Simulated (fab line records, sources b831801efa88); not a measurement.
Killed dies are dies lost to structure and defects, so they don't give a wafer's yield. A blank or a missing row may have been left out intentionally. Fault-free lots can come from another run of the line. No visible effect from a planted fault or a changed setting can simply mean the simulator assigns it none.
Problem report, 8D (eight disciplines) form, completed by code || flow gf180mcu || the parts of the form that need people (team, actions taken, sign-off) are left out

1. WHAT WENT WRONG
Wafers without a fault read 40.01 Torr, standard deviation 0.083; chamber pressure Torr at GF_V4_CVD_23 reads a mean of 38.50 Torr on 6 wafers belonging to 2 lots. That puts it -18 standard deviations away from the usual mean.
The step: deposits W, target thk 350 nm, time 104.9 s.
Earliest sighting: wafer L873.1 on cvd w-01 at day 28 17:58. Wafers with a number at this step in the record: 39, from 13 lots. Rule for "out" (also "out of limits"): further than 4 standard deviations from the usual mean. Any other wafer with a number is counted as sound.

2. WHAT IT IS AND WHAT IT IS NOT
{"question": "which readings at this step", "is": "chamber pressure Torr", "is not": "-"}
{"question": "which lots", "is": "L873, L874", "is not": "L860, L861, L862, L863, L866, L875, L876, L878, L880, L882, L883"}
{"question": "which wafers of those lots", "is": "all that have a number", "is not": "-"}
{"question": "read on which tools", "is": "cvd w-01", "is not": "cvd w-02"}
{"question": "when", "is": "from day 28 17:58", "is not": "up to then (15 sound wafers); but 18 sound wafers of L875, L876, L878, L880, L882, L883 came after"}

3. SUSPECTS, AND WHAT RULES EACH OUT
Counting: a tool at a process step up to the reading stays a suspect if it ran every lot that is out and no sound lot after the first of them.
- cvd w-01 at GF_V4_CVD_23 (deposits W, target thk 350 nm, time 104.9 s): kept. Every lot that is out went through it, starting with L873 (day 28 17:58), and after that it ran no sound lot; the last sound lot it ran before then is L862 (day 25 04:59). Its own chamber pressure Torr readings are out on those wafers.
The count leaves cvd w-01 at GF_V4_CVD_23.

4. THE CAUSE (what the simulator had put in)
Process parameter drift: cvd w-01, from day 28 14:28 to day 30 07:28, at GF_V4_CVD_23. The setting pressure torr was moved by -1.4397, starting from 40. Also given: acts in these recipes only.
This tool alone remained once counting was done.

5. THE EFFECT CHAIN, in route order
Rows list readings where the struck wafers' mean (over those with a number) sits beyond 3 standard deviations from the usual. Only readings for which the record gives a usual standard deviation are gone through. hours: the time from each lot's start at the first step in this table that gives one to its start at this step, as a median over the lots. sigmas: the change in usual standard deviations.
{"hours": 0, "step": "GF_V4_CVD_23", "reading": "chamber pressure Torr", "usual": "40.01 Torr", "on struck wafers": 38.50, "change": -1.51, "sigmas": -18}
Its process steps:
- GF_V4_CVD_23: deposits W, target thk 350 nm, time 104.9 s.

6. HOW IT WOULD HAVE BEEN CAUGHT EARLIER
4 hours passed between the start of the fault at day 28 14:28 and the first reading out of limits in this record, taken at day 28 17:58.
